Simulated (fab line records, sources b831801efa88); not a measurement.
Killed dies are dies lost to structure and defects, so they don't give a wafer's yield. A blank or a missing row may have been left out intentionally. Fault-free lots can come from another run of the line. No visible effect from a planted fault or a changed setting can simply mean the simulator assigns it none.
Chamber matching + flow gf180mcu + pecvd-01 running GF_V2_CVD_02: 3 sister chambers
The step deposits SiO2 from TEOS, target thk 850 nm, time 94.851 s. 3 wafers are shown with their chamber, then 8 later ones without.

## WAFERS PAIRED WITH THEIR CHAMBERS
| wafer  | chamber | heater-power-w (W) |
|--------|---------|--------------------|
| L085.1 | 0       | 594                |
| L085.5 | 2       | 890                |
| L088.3 | 1       | 500                |

## WAFERS WITH NO CHAMBER GIVEN
| wafer  | heater-power-w (W) |
|--------|--------------------|
| L088.4 | 645                |
| L088.6 | 890                |
| L089.1 | 898                |
| L089.2 | 594                |
| L089.6 | 463                |
| L093.2 | 595                |
| L093.3 | 581                |
| L093.5 | 736                |

## CHAMBER TAKEN BY EACH
| wafer  | from the rows above          | in truth |
|--------|------------------------------|----------|
| L088.4 | can't be placed: 0 or 1      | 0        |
| L088.6 | 2                            | 2        |
| L089.1 | 2                            | 2        |
| L089.2 | can't be placed: 0 or 1      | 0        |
| L089.6 | can't be placed: 1 or 0      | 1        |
| L093.2 | can't be placed: 0 or 1      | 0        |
| L093.3 | can't be placed: 0 or 1      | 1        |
| L093.5 | can't be placed: 0 or 2 or 1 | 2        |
Correctly placed: 2 of 8. Cannot be placed on the basis of these rows: 6; the candidates contain the true chamber in 6. Wrongly placed: 0.
How it was worked out, from the rows above alone: a wafer's distance from a chamber is the root of the sum, over the readings, of the square of ((its reading less the chamber's mean) divided by the reading's scatter). If the next closest chamber is less than 2 further off than the closest, the wafer can't be placed; otherwise it belongs to the closest. Each chamber's mean is taken over the wafers shown for it. The scatter (one wafer shown for each chamber): square how far every hidden wafer sits from the nearest shown wafer, average those squares and take the square root.
